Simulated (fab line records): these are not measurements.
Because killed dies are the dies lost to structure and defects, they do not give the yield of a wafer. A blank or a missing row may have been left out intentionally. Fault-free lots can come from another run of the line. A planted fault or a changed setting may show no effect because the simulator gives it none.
A lot that was struck, set against a sound lot / flow gf180mcu / 15 steps out of a route of 602
Sound: the wafers L871.2, L871.3, L871.4. The struck wafers were L878.1, L878.2, L878.6. The cause is named last.
At each step with rows: each side's tool, then ch and its chambers, then its first start. Under that, the readings that differ: sound wafers / struck wafers / difference of the means / sigmas: that difference in standard deviations of wafers without a fault.
alike: words and numbers the same on both sides, and readings whose means are apart by under 2 such deviations; not compared: readings that were withheld, readings missing a value for some wafer, numbers with overlapping values and no deviation given by the record, and bounds like >300 which may hide the same value.
The two part at a step that has a row with sigmas, a row that says differs or no value, or rows on one side only. When numbers do not overlap yet have no deviation, they are printed without sigmas and do not part them. A reading that every wafer of one side lacks parts them only if that side has two wafers or more.

first, 2 steps without rows for these wafers: GF_CONTACT_PEB_12 (peb time 90 s); GF_CONTACT_DEVELOP_13 (develop time 60 s).
GF_CONTACT_CD_MEAS_14: the cd target is 220 nm.
  struck on cd-sem-01, day 20 09:22; sound on cd-sem-01, day 17 18:47
  alike: cd-nm
GF_CONTACT_OVL_MEAS_15:
  struck on overlay-01, day 20 09:29; sound on overlay-01, day 17 18:53
  alike: CONTACT_OVL
GF_CONTACT_ETCH_16: etches BARC in N2/H2.
  sound on rie-diel-03 ch 0,1,3, day 17 18:55; struck on rie-diel-01 ch 0,1,3, day 20 09:32
  alike: drypump-motor-current-A, n2-flow-sccm, oes-product-au, rf-fwd-power-W, throttle-valve-pct
GF_CONTACT_ETCH_17: etches SiO2 in C4F8/O2/Ar, stops on CoSi2, target depth 860 nm.
  sound: rie-diel-03 ch 0,1,3; struck: rie-diel-01 ch 0,1,3
  alike: oes-product-au, rf-fwd-power-W
GF_CONTACT_STRIP_18: strips in O2/N2.
  sound on plasma-asher-04 ch 0,1, day 17 19:05; struck on plasma-asher-02 ch 0,1, day 20 09:41
  alike: drypump-motor-current-A, heater-power-w, n2-flow-sccm, oes-product-au, platen-temp-c
  not compared: rf-hours-counter-h
then, 3 steps without rows for these wafers: GF_CONTACT_CLEAN_19 (cleans in SPM); GF_CONTACT_CLEAN_20 (cleans in DIW); GF_CONTACT_CLEAN_21 (cleans in dHF, time 20 s).
GF_CONTACT_SPUTTER_22: material Ti, target thk 15 nm, time 80.02 s.
  struck on pvd-sputter-01, day 20 10:02; sound on pvd-sputter-04, day 17 19:23
  alike: cathode-dc-power-W, throttle-valve-pct
GF_CONTACT_SPUTTER_23: material TiN, target thk 10 nm, time 40 s.
  struck on pvd-sputter-01, day 20 10:05; sound on pvd-sputter-04, day 17 19:26
  alike: cathode-dc-power-W, throttle-valve-pct
GF_CONTACT_CVD_24: deposits W, target thk 300 nm, time 90.339 s.
  sound on cvd-w-02 ch 0,1, day 17 19:29; struck on cvd-w-02 ch 0,1, day 20 10:08
  no value came back on the struck wafers for chamber-pressure-Torr (Torr), heater-power-outer-w (W), heater-power-w (W); on the sound wafers chamber-pressure-Torr (Torr) reads 40.06 39.87 39.99
GF_CONTACT_RS_MEAS_25: measures by four-point-probe.
  struck on film-metro-01, day 20 10:31; sound on film-metro-03, day 17 19:36
reading=CONTACT_W_RS (ohm/sq); sound=0.395 0.390 0.394; struck=42.951 43.064 43.022; difference=+42.619; sigmas=+99 or more
  not compared: hold
after that, 1 step had no rows for these wafers: GF_PASSIVATION_PROBE_99.

== WHERE THEY PART ==
At GF_CONTACT_CVD_24 first; at GF_CONTACT_RS_MEAS_25 last (within this record only).

WHY: what had been put in by the simulator
Whole step skipped at GF_CONTACT_CVD_24 on cvd-w-02, starting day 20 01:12. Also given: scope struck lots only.
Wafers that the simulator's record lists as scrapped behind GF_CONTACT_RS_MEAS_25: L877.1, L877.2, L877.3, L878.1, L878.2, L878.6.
